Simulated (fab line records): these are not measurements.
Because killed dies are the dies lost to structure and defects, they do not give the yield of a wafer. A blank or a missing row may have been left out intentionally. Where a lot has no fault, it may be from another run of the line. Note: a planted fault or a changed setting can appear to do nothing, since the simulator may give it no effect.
A lot that was struck, set against a sound lot | flow sky130 | 44 steps out of a route of 708
Sound: wafers L506.2, L506.3, L506.4. Wafers L497.1, L497.3, L497.5 were the ones struck. Last of all comes the cause.
For every step that has rows: the tool of each side, followed by ch and its chambers, followed by its first start. Under that, the readings that differ: sound wafers | struck wafers | difference of the means | sigmas: that difference in standard deviations of wafers without a fault.
alike: readings with means less than 2 such deviations apart, plus words and numbers identical on both sides. not compared: withheld readings, readings lacking a value on some wafer, bounds such as >300 that could conceal the same value, and numbers that have no deviation in the record and whose values overlap.
The two part at a step that has a row with sigmas, a row that says differs or no value, or rows on one side only. Numbers that have no deviation but don't overlap get no sigmas and don't part them. Lack of a reading on every wafer of one side parts them only where that side has two or more wafers.

first, 1 step without rows for these wafers: SKY_SONOS_TUNNEL_DEVELOP_06 (develop time 60 s).
SKY_SONOS_TUNNEL_CD_MEAS_07: the cd target is 410 nm.
  sound on cd sem-02 at day 15 21:47; struck on cd sem-01 at day 12 11:29
  alike: cd nm
SKY_SONOS_TUNNEL_OVL_MEAS_08:
  sound on overlay-01 at day 15 21:53; struck on overlay-01 at day 12 11:36
  alike: SONOS_TUNNEL_OVL
then, 3 steps without rows for these wafers: SKY_SONOS_TUNNEL_IMPLANT_09; SKY_SONOS_TUNNEL_WET_ETCH_10 (etches SiO2 in dHF, target depth 14 nm, time 280 s); SKY_SONOS_TUNNEL_STRIP_11 (strips in SPM, time 600 s).
SKY_SONOS_TUNNEL_TW_MEAS_12:
  sound on film metro-03 at day 15 22:20; struck on film metro-03 at day 12 12:04
  alike: SONOS_TUNNEL_TW
then, 2 steps without rows for these wafers: SKY_SONOS_TUNNEL_CLEAN_13 (cleans in dHF, time 20 s); SKY_SONOS_ONO_OXIDATION_00 (stabilise 600 s, purge 300 s, target thk 2.6 nm).
SKY_SONOS_ONO_THK_MEAS_01:
  sound on film metro-02 at day 15 23:45; struck on film metro-01 at day 12 15:04
  alike: SONOS_ONO_OXIDATION_THK
then, 1 step without rows for these wafers: SKY_SONOS_ONO_CVD_02 (deposits Si3N4 from DCS/NH3, target thk 10.5 nm, time 180 s).
SKY_SONOS_ONO_THK_MEAS_03:
  sound on film metro-03 at day 16 01:11; struck on film metro-02 at day 12 17:20
  alike: SONOS_ONO_CVD_02_THK
SKY_SONOS_ONO_CVD_04: deposits SiO2 from SiH4/N2O, target thk 5.7199 nm.
  sound on lpcvd-03 ch 1, day 16 02:26; struck on lpcvd-03 ch 1, day 12 17:24
  reading                                    | sound             | struck            | difference | sigmas
  spike tc bottom C (C)                      | 915.2 915.7 916.8 | 962.4 961.6 962.1 | +46.1      | +21
  spike tc centre C (C)                      | 898.4 898.7 897.4 | 946.8 946.6 945.8 | +48.2      | +44
  spike tc lower C (C)                       | 901.9 901.6 900.4 | 947.7 947.8 947.8 | +46.5      | +42
  spike tc top C (C)                         | 914.8 914.2 914.8 | 959.6 960.5 958.4 | +44.9      | +17
  spike tc upper C (C)                       | 899.1 901.4 897.5 | 945.4 946.6 946.0 | +46.7      | +36
  susceptor temp C (C)                       | 899.5 899.8 899.8 | 946.5 946.0 946.5 | +46.6      | +99 or more
  zone power bottom pct (%)                  | 24.7 24.8 25.0    | 27.6 27.9 27.7    | +2.9       | +2
  zone power centre pct (%)                  | 17.30 17.39 17.53 | 19.29 19.42 19.34 | +1.94      | +6
  zone power upper pct (%)                   | 18.4 18.5 18.6    | 20.8 20.7 21.0    | +2.3       | +6
  model.SiO2_of_SONOS_ONO_CVD_04.thk nm (nm) | 5.754 5.778 5.754 | 8.968 8.961 8.959 | +3.201     |
SKY_SONOS_ONO_THK_MEAS_05:
  sound on film metro-01 at day 16 03:41; struck on film metro-03 at day 12 19:16
  reading                   | sound          | struck         | difference | sigmas
  SONOS_ONO_CVD_04_THK (nm) | 5.76 5.80 5.71 | 8.99 9.00 8.93 | +3.22      | +34
then, 7 steps without rows for these wafers: SKY_SONOS_ONO_DEHYDRATE_06 (time 60 s); SKY_SONOS_ONO_HMDS_07 (prime time 60 s); SKY_SONOS_ONO_COAT_08 (resist thk 1140 nm); SKY_SONOS_ONO_SOFTBAKE_09 (time 60 s); SKY_SONOS_ONO_EXPOSE_10 (exposes mask ONOM, target cd 410 nm); SKY_SONOS_ONO_PEB_11; SKY_SONOS_ONO_DEVELOP_12 (develop time 60 s).
SKY_SONOS_ONO_CD_MEAS_13: the cd target is 410 nm.
  sound on cd sem-01 at day 17 07:51; struck on cd sem-02 at day 13 20:04
  alike: cd nm
SKY_SONOS_ONO_OVL_MEAS_14:
  sound on overlay-01 at day 17 07:58; struck on overlay-02 at day 13 20:11
  alike: SONOS_ONO_OVL
SKY_SONOS_ONO_ETCH_15: etches the open film in CHF3/O2, target depth 19.52 nm, time 7.8 s.
  sound on rie diel-04 ch 1,2,3, day 17 07:59; struck on rie diel-04 ch 1,2,3, day 13 20:13
  alike: chf3 flow sccm, drypump motor current A, oes product au, throttle valve pct
  not compared: rf hours counter h
then, 1 step without rows for these wafers: SKY_SONOS_ONO_WET_ETCH_16 (etches SiO2 in dHF, target depth 14 nm, time 280 s).
SKY_SONOS_ONO_STRIP_17: strips in O2/N2.
  sound on plasma asher-02 ch 0,1, day 17 08:05; struck on plasma asher-01 ch 0,1, day 13 20:20
  alike: drypump motor current A, oes product au, strip time to endpoint s
  not compared: rf hours counter h
then, 3 steps without rows for these wafers: SKY_SONOS_ONO_WET_ETCH_18 (etches Si3N4 in H3PO4, target depth 15 nm, time 172 s); SKY_GATE_OXIDE_CLEAN_00 (cleans in SC1/SC2, time 150 s); SKY_GATE_OXIDE_OXIDATION_01 (stabilise 600 s, purge 300 s, target thk 10.268 nm).
SKY_GATE_OXIDE_THK_MEAS_02:
  sound on film metro-01 at day 17 10:10; struck on film metro-01 at day 14 00:10
  reading                          | sound             | struck         | difference | sigmas
  GATE_OXIDE_OXIDATION_00_THK (nm) | 10.19 10.37 10.44 | 9.80 9.99 9.74 | -0.49      | -2
then, 7 steps without rows for these wafers: SKY_GATE_OXIDE_DEHYDRATE_03 (time 60 s); SKY_GATE_OXIDE_HMDS_04 (prime time 60 s); SKY_GATE_OXIDE_COAT_05 (resist thk 1140 nm); SKY_GATE_OXIDE_SOFTBAKE_06 (time 60 s); SKY_GATE_OXIDE_EXPOSE_07 (exposes mask LVOM, target cd 600 nm); SKY_GATE_OXIDE_PEB_08; SKY_GATE_OXIDE_DEVELOP_09 (develop time 60 s).
SKY_GATE_OXIDE_OVL_MEAS_10:
  sound on overlay-02 at day 18 15:45; struck on overlay-01 at day 15 01:59
  alike: GATE_OXIDE_OVL
then, 2 steps without rows for these wafers: SKY_GATE_OXIDE_IMPLANT_11; SKY_GATE_OXIDE_WET_ETCH_12 (etches SiO2 in dHF, target depth 16.8 nm, time 336 s).
SKY_GATE_OXIDE_STRIP_13: strips in O2/N2.
  sound on plasma asher-04 ch 0,1, day 18 16:08; struck on plasma asher-03 ch 0, day 15 02:17
  alike: drypump motor current A, oes product au, strip time to endpoint s
  not compared: rf hours counter h
SKY_GATE_OXIDE_TW_MEAS_14:
  sound on film metro-02 at day 18 16:14; struck on film metro-02 at day 15 02:23
  alike: GATE_OXIDE_TW
SKY_GATE_OXIDE_CLEAN_15: cleans in SC1/SC2, time 150 s.
  sound on wet bench-02 ch 3, day 18 16:17; struck on wet bench-01 ch 3, day 15 02:26
  reading                                    | sound             | struck           | difference | sigmas
  model.SiO2_of_SONOS_ONO_CVD_04.thk nm (nm) | 4.229 4.255 4.229 | 7.458 7.453 7.45 | +3.216     |
-- the record jumps here: 32 days lie between the struck wafers' starts before and after (it left off in module GATE_OXIDE and takes up again in module PAD_OPEN, whose first step shown is number 708 of the route) --
SKY_PAD_OPEN_PROBE_99:
  sound on prober-01 at day 49 00:56; struck on prober-01 at day 46 17:50
  alike: killed_at_M0_to_M3, killed_at_M4_up, killed at contacts, killed at front end, killed at other, killed dies, killed open, killed short

== WHERE THEY PART ==
Last at SKY_GATE_OXIDE_THK_MEAS_02 as far as this record goes, first at SKY_SONOS_ONO_CVD_04. Later steps at which nothing parts them and some readings are alike: SKY_GATE_OXIDE_OVL_MEAS_10, SKY_GATE_OXIDE_STRIP_13, SKY_GATE_OXIDE_TW_MEAS_14, SKY_PAD_OPEN_PROBE_99.

WHY: whatever the simulator had introduced
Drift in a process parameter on lpcvd-03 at SKY_SONOS_ONO_CVD_04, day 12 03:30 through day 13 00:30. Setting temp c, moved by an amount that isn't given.
